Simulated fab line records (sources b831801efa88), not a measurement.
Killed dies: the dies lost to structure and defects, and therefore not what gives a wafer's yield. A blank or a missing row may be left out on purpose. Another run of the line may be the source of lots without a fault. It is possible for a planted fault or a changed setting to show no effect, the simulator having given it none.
What tool caused it? :: flow gf180mcu :: 24 lots with 72 wafers sampled at 4 steps, on a route of 602 steps

## WHAT THE GAUGES READ, wafer by wafer
GF_V1_THK_MEAS_25: measures by xrf. Usual: V1_W_THK typically reads 343 nm, with standard deviation 5.1.
lot: L074
measured: day 17 21:19
on: film-metro-04
V1_W_THK (nm): 344 345 347
flag: 

lot: L075
measured: day 18 00:56
on: film-metro-02
V1_W_THK (nm): 340 333 330
flag: 

lot: L076
measured: day 18 11:52
on: film-metro-01
V1_W_THK (nm): 347 349 353
flag: 

lot: L077
measured: day 19 04:55
on: film-metro-02
V1_W_THK (nm): 345 345 345
flag: 

lot: L078
measured: day 19 12:09
on: film-metro-02
V1_W_THK (nm): 330 339 335
flag: 

lot: L079
measured: day 20 01:23
on: film-metro-04
V1_W_THK (nm): 343 334 344
flag: 

lot: L080
measured: day 20 15:55
on: film-metro-04
V1_W_THK (nm): 346 344 345
flag: 

lot: L081
measured: day 21 02:56
on: film-metro-01
V1_W_THK (nm): 346 345 348
flag: 

lot: L082
measured: day 21 21:33
on: film-metro-02
V1_W_THK (nm): 334 340 329
flag: 

lot: L083
measured: day 22 01:15
on: film-metro-04
V1_W_THK (nm): 345 345 348
flag: 

lot: L084
measured: day 22 14:27
on: film-metro-02
V1_W_THK (nm): 342 341 341
flag: 

lot: L085
measured: day 23 00:26
on: film-metro-02
V1_W_THK (nm): 342 338 342
flag: 

lot: L086
measured: day 23 01:23
on: film-metro-02
V1_W_THK (nm): 339 337 338
flag: 

lot: L087
measured: day 23 11:10
on: film-metro-01
V1_W_THK (nm): 344 340 351
flag: 

lot: L088
measured: day 23 21:53
on: film-metro-02
V1_W_THK (nm): 338 336 338
flag: 

lot: L089
measured: day 24 06:07
on: film-metro-04
V1_W_THK (nm): 344 349 351
flag: 

lot: L090
measured: day 24 07:37
on: film-metro-04
V1_W_THK (nm): 344 341 344
flag: 

lot: L091
measured: day 24 13:35
on: film-metro-01
V1_W_THK (nm): 343 348 345
flag: 

lot: L092
measured: day 24 15:28
on: film-metro-04
V1_W_THK (nm): 345 338 343
flag: 

lot: L094
measured: day 25 05:08
on: film-metro-04
V1_W_THK (nm): 346 345 344
flag: 

lot: L093
measured: day 25 10:33
on: film-metro-01
V1_W_THK (nm): 355 347 356
flag: 

lot: L095
measured: day 25 11:48
on: film-metro-02
V1_W_THK (nm): 343 341 345
flag: 

lot: L096
measured: day 25 19:05
on: film-metro-04
V1_W_THK (nm): 347 351 352
flag: 

lot: L097
measured: day 26 03:38
on: film-metro-02
V1_W_THK (nm): 342 337 343
flag: 

GF_M3_CD_MEAS_14: target cd 280 nm. Usual: cd-nm reads 280.4 nm (standard deviation 1).
lot: L074
measured: day 21 01:05
on: cd-sem-01
cd-nm (nm): 281.3 280.2 280.9
flag: 

lot: L075
measured: day 21 04:53
on: cd-sem-01
cd-nm (nm): 280.1 281.1 280.9
flag: 

lot: L076
measured: day 21 15:00
on: cd-sem-01
cd-nm (nm): 280.7 281.2 280.9
flag: 

lot: L077
measured: day 22 08:56
on: cd-sem-02
cd-nm (nm): 281.0 281.6 281.4
flag: 

lot: L078
measured: day 22 14:51
on: cd-sem-02
cd-nm (nm): 280.0 280.0 280.6
flag: 

lot: L079
measured: day 23 04:32
on: cd-sem-01
cd-nm (nm): 279.6 279.9 280.7
flag: 

lot: L080
measured: day 23 16:36
on: cd-sem-01
cd-nm (nm): 279.8 279.5 279.7
flag: 

lot: L081
measured: day 24 03:46
on: cd-sem-01
cd-nm (nm): 279.7 279.4 280.5
flag: 

lot: L082
measured: day 24 21:37
on: cd-sem-02
cd-nm (nm): 279.0 279.8 279.3
flag: 

lot: L083
measured: day 25 01:17
on: cd-sem-01
cd-nm (nm): 280.0 281.5 280.3
flag: 

lot: L084
measured: day 25 12:49
on: cd-sem-01
cd-nm (nm): 282.6 282.1 282.8
flag: 

lot: L085
measured: day 25 21:28
on: cd-sem-01
cd-nm (nm): 282.4 281.2 281.2
flag: 

lot: L086
measured: day 25 22:28
on: cd-sem-01
cd-nm (nm): 280.2 280.4 280.7
flag: 

lot: L087
measured: day 26 07:53
on: cd-sem-02
cd-nm (nm): 278.9 279.7 279.9
flag: 

lot: L088
measured: day 26 17:46
on: cd-sem-01
cd-nm (nm): 280.7 280.9 280.9
flag: 

lot: L089
measured: day 27 02:05
on: cd-sem-02
cd-nm (nm): 281.7 280.8 281.3
flag: 

lot: L090
measured: day 27 03:29
on: cd-sem-02
cd-nm (nm): 278.1 279.1 278.7
flag: 

lot: L091
measured: day 27 09:41
on: cd-sem-02
cd-nm (nm): 279.8 280.3 279.2
flag: 

lot: L092
measured: day 27 09:44
on: cd-sem-01
cd-nm (nm): 281.4 280.7 281.2
flag: 

lot: L094
measured: day 27 23:19
on: cd-sem-01
cd-nm (nm): 281.4 281.1 280.5
flag: 

lot: L093
measured: day 28 04:01
on: cd-sem-02
cd-nm (nm): 279.8 278.6 279.5
flag: 

lot: L095
measured: day 28 04:26
on: cd-sem-01
cd-nm (nm): 281.4 280.4 280.6
flag: 

lot: L096
measured: day 28 11:10
on: cd-sem-02
cd-nm (nm): 281.5 280.6 282.0
flag: 

lot: L097
measured: day 28 19:59
on: cd-sem-02
cd-nm (nm): 280.9 279.8 280.2
flag: 

GF_MIM_RS_MEAS_10: measures by four-point-probe. Usual: MIM_ALCU_RS typically reads 0.1607 ohm/sq, with standard deviation 0.002.
lot: L074
measured: day 24 05:14
on: film-metro-04
MIM_ALCU_RS (ohm/sq): 0.1613 0.1600 0.1598
flag: 

lot: L075
measured: day 24 08:36
on: film-metro-03
MIM_ALCU_RS (ohm/sq): 0.1582 0.1592 0.1593
flag: 

lot: L076
measured: day 24 18:29
on: film-metro-04
MIM_ALCU_RS (ohm/sq): 0.1594 0.1629 0.1620
flag: 

lot: L077
measured: day 25 10:35
on: film-metro-04
MIM_ALCU_RS (ohm/sq): 0.1604 0.1592 0.1608
flag: 

lot: L078
measured: day 25 15:14
on: film-metro-04
MIM_ALCU_RS (ohm/sq): 0.1634 0.1604 0.1623
flag: 

lot: L079
measured: day 26 05:37
on: film-metro-03
MIM_ALCU_RS (ohm/sq): 0.1643 0.1620 0.1623
flag: 

lot: L080
measured: day 26 16:47
on: film-metro-04
MIM_ALCU_RS (ohm/sq): 0.1620 0.1629 0.1617
flag: 

lot: L081
measured: day 27 02:40
on: film-metro-03
MIM_ALCU_RS (ohm/sq): 0.1593 0.1628 0.1598
flag: 

lot: L082
measured: day 27 19:39
on: film-metro-02
MIM_ALCU_RS (ohm/sq): 0.1617 0.1619 0.1598
flag: 

lot: L083
measured: day 27 23:21
on: film-metro-02
MIM_ALCU_RS (ohm/sq): 0.1585 0.1599 0.1599
flag: 

lot: L084
measured: day 28 08:32
on: film-metro-03
MIM_ALCU_RS (ohm/sq): 0.1568 0.1581 0.1578
flag: 

lot: L085
measured: day 28 15:20
on: film-metro-02
MIM_ALCU_RS (ohm/sq): 0.1624 0.1604 0.1622
flag: 

lot: L086
measured: day 28 18:39
on: film-metro-02
MIM_ALCU_RS (ohm/sq): 0.1588 0.1585 0.1589
flag: 

lot: L087
measured: day 29 02:07
on: film-metro-02
MIM_ALCU_RS (ohm/sq): 0.1605 0.1584 0.1581
flag: 

lot: L088
measured: day 29 12:50
on: film-metro-04
MIM_ALCU_RS (ohm/sq): 0.1588 0.1568 0.1557
flag: 

lot: L089
measured: day 29 18:52
on: film-metro-02
MIM_ALCU_RS (ohm/sq): 0.1655 0.1610 0.1621
flag: 

lot: L090
measured: day 29 20:10
on: film-metro-04
MIM_ALCU_RS (ohm/sq): 0.1659 0.1643 0.1638
flag: 

lot: L091
measured: day 30 01:47
on: film-metro-02
MIM_ALCU_RS (ohm/sq): 0.1609 0.1625 0.1604
flag: 

lot: L092
measured: day 30 02:01
on: film-metro-04
MIM_ALCU_RS (ohm/sq): 0.1591 0.1645 0.1627
flag: 

lot: L094
measured: day 30 15:02
on: film-metro-03
MIM_ALCU_RS (ohm/sq): 0.1608 0.1653 0.1625
flag: 

lot: L093
measured: day 30 19:35
on: film-metro-04
MIM_ALCU_RS (ohm/sq): 0.1612 0.1608 0.1613
flag: 

lot: L095
measured: day 30 19:44
on: film-metro-02
MIM_ALCU_RS (ohm/sq): 0.1617 0.1596 0.1605
flag: 

lot: L096
measured: day 31 01:08
on: film-metro-03
MIM_ALCU_RS (ohm/sq): 0.1573 0.1590 0.1611
flag: 

lot: L097
measured: day 31 10:07
on: film-metro-04
MIM_ALCU_RS (ohm/sq): 0.1617 0.1653 0.1605
flag: 

## EACH LOT AND THE TOOL THAT RAN IT (in order: tool; ch and the chambers of the sampled wafers; start)
lot: L074
GF_M3_STRIP_17: plasma-asher-04 ch 0, day 21 01:29

lot: L075
GF_M3_STRIP_17: plasma-asher-04 ch 0,1, day 21 05:17

lot: L076
GF_M3_STRIP_17: plasma-asher-04 ch 0,1, day 21 15:23

lot: L077
GF_M3_STRIP_17: plasma-asher-04 ch 0,1, day 22 09:20

lot: L078
GF_M3_STRIP_17: plasma-asher-01 ch 0,1, day 22 15:14

lot: L079
GF_M3_STRIP_17: plasma-asher-01 ch 0,1, day 23 04:48

lot: L080
GF_M3_STRIP_17: plasma-asher-03 ch 0,1, day 23 16:53

lot: L081
GF_M3_STRIP_17: plasma-asher-03 ch 0,1, day 24 04:03

lot: L082
GF_M3_STRIP_17: plasma-asher-03 ch 0,1, day 24 21:54

lot: L083
GF_M3_STRIP_17: plasma-asher-03 ch 1, day 25 01:33

lot: L084
GF_M3_STRIP_17: plasma-asher-01 ch 0,1, day 25 13:05

lot: L085
GF_M3_STRIP_17: plasma-asher-01 ch 0,1, day 25 21:45

lot: L086
GF_M3_STRIP_17: plasma-asher-04 ch 0, day 25 22:45

lot: L087
GF_M3_STRIP_17: plasma-asher-04 ch 0,1, day 26 08:08

lot: L088
GF_M3_STRIP_17: plasma-asher-04 ch 0,1, day 26 18:03

lot: L089
GF_M3_STRIP_17: plasma-asher-01 ch 0,1, day 27 02:21

lot: L090
GF_M3_STRIP_17: plasma-asher-01 ch 0,1, day 27 03:46

lot: L091
GF_M3_STRIP_17: plasma-asher-03 ch 0,1, day 27 09:57

lot: L092
GF_M3_STRIP_17: plasma-asher-01 ch 0, day 27 10:01

lot: L094
GF_M3_STRIP_17: plasma-asher-01 ch 0,1, day 27 23:44

lot: L093
GF_M3_STRIP_17: plasma-asher-04 ch 0,1, day 28 04:19

lot: L095
GF_M3_STRIP_17: plasma-asher-03 ch 0,1, day 28 04:49

lot: L096
GF_M3_STRIP_17: plasma-asher-04 ch 0,1, day 28 11:34

lot: L097
GF_M3_STRIP_17: plasma-asher-01 ch 0,1, day 28 20:15
- GF_M3_STRIP_17: strips in O2/N2.

## AS READ BY THE TOOLS THEMSELVES (means over the sampled wafers that have a number; for cases with no such wafer, the mark the record gives instead)
GF_M3_STRIP_17. Usual: drypump-motor-current-A 5.51 A, standard deviation 0.21; heater-power-w 316 W, standard deviation 34; oes-product-au 0.538 a.u., standard deviation 0.0051; strip-time-to-endpoint-s 7.39 s, standard deviation 0.052.
lot: L074
tool: plasma-asher-04
drypump-motor-current-A (A): 5.61
heater-power-w (W): 280
oes-product-au (a.u.): 0.543
strip-time-to-endpoint-s (s): 7.35
flag: 

lot: L075
tool: plasma-asher-04
drypump-motor-current-A (A): 5.60
heater-power-w (W): 289
oes-product-au (a.u.): 0.535
strip-time-to-endpoint-s (s): 7.39
flag: 

lot: L076
tool: plasma-asher-04
drypump-motor-current-A (A): 5.56
heater-power-w (W): 287
oes-product-au (a.u.): 0.538
strip-time-to-endpoint-s (s): 7.30
flag: 

lot: L077
tool: plasma-asher-04
drypump-motor-current-A (A): 5.49
heater-power-w (W): 296
oes-product-au (a.u.): 0.535
strip-time-to-endpoint-s (s): 7.37
flag: 

lot: L078
tool: plasma-asher-01
drypump-motor-current-A (A): 5.45
heater-power-w (W): 334
oes-product-au (a.u.): 0.541
strip-time-to-endpoint-s (s): 7.47
flag: 

lot: L079
tool: plasma-asher-01
drypump-motor-current-A (A): 5.68
heater-power-w (W): 308
oes-product-au (a.u.): 0.545
strip-time-to-endpoint-s (s): 7.48
flag: 

lot: L080
tool: plasma-asher-03
drypump-motor-current-A (A): 5.34
heater-power-w (W): 342
oes-product-au (a.u.): 0.537
strip-time-to-endpoint-s (s): 7.39
flag: 

lot: L081
tool: plasma-asher-03
drypump-motor-current-A (A): 5.46
heater-power-w (W): 333
oes-product-au (a.u.): 0.532
strip-time-to-endpoint-s (s): 7.33
flag: 

lot: L082
tool: plasma-asher-03
drypump-motor-current-A (A): 5.36
heater-power-w (W): 340
oes-product-au (a.u.): 0.534
strip-time-to-endpoint-s (s): 7.32
flag: 

lot: L083
tool: plasma-asher-03
drypump-motor-current-A (A): 5.59
heater-power-w (W): 315
oes-product-au (a.u.): 0.540
strip-time-to-endpoint-s (s): 7.41
flag: 

lot: L084
tool: plasma-asher-01
drypump-motor-current-A (A): 5.47
heater-power-w (W): 343
oes-product-au (a.u.): 0.536
strip-time-to-endpoint-s (s): 7.40
flag: 

lot: L085
tool: plasma-asher-01
drypump-motor-current-A (A): 5.66
heater-power-w (W): 311
oes-product-au (a.u.): 0.541
strip-time-to-endpoint-s (s): 7.44
flag: 

lot: L086
tool: plasma-asher-04
drypump-motor-current-A (A): 5.65
heater-power-w (W): 278
oes-product-au (a.u.): 0.534
strip-time-to-endpoint-s (s): 7.37
flag: 

lot: L087
tool: plasma-asher-04
drypump-motor-current-A (A): 5.51
heater-power-w (W): 297
oes-product-au (a.u.): 0.539
strip-time-to-endpoint-s (s): 7.35
flag: 

lot: L088
tool: plasma-asher-04
drypump-motor-current-A (A): 5.56
heater-power-w (W): 282
oes-product-au (a.u.): 0.537
strip-time-to-endpoint-s (s): 7.39
flag: 

lot: L089
tool: plasma-asher-01
drypump-motor-current-A (A): 5.65
heater-power-w (W): 314
oes-product-au (a.u.): 0.540
strip-time-to-endpoint-s (s): 7.40
flag: 

lot: L090
tool: plasma-asher-01
drypump-motor-current-A (A): 5.66
heater-power-w (W): 315
oes-product-au (a.u.): 0.539
strip-time-to-endpoint-s (s): 7.43
flag: 

lot: L091
tool: plasma-asher-03
drypump-motor-current-A (A): 5.45
heater-power-w (W): 329
oes-product-au (a.u.): 0.535
strip-time-to-endpoint-s (s): 7.37
flag: 

lot: L092
tool: plasma-asher-01
drypump-motor-current-A (A): 5.28
heater-power-w (W): 368
oes-product-au (a.u.): 0.538
strip-time-to-endpoint-s (s): 7.43
flag: 

lot: L094
tool: plasma-asher-01
drypump-motor-current-A (A): 5.67
heater-power-w (W): 312
oes-product-au (a.u.): 0.539
strip-time-to-endpoint-s (s): 7.38
flag: 

lot: L093
tool: plasma-asher-04
drypump-motor-current-A (A): 5.53
heater-power-w (W): 288
oes-product-au (a.u.): 0.538
strip-time-to-endpoint-s (s): 7.42
flag: 

lot: L095
tool: plasma-asher-03
drypump-motor-current-A (A): 5.35
heater-power-w (W): 347
oes-product-au (a.u.): 0.538
strip-time-to-endpoint-s (s): 7.38
flag: 

lot: L096
tool: plasma-asher-04
drypump-motor-current-A (A): 5.54
heater-power-w (W): 288
oes-product-au (a.u.): 0.539
strip-time-to-endpoint-s (s): 7.45
flag: 

lot: L097
tool: plasma-asher-01
drypump-motor-current-A (A): 5.46
heater-power-w (W): 340
oes-product-au (a.u.): 0.540
strip-time-to-endpoint-s (s): 7.44
flag: 

## THE ANSWER, worked out from the rows above alone
Rule: lot off if the mean of its wafers having a number is beyond 3 standard deviations from the usual mean. Also off: a lot with no number at a reading for which 4 or more lots have one. Any other lot the step has rows for is counted as sound. The gauges are gone through in route order, then the tools' own readings, and for those a lot's mean is taken as printed above. At the first step where some lot is off, the reading lying furthest off is the one used; lots without a number count as furthest.
No lot is off at any reading shown: from this, nothing can be told.

## WHAT THE SIMULATOR PUT IN
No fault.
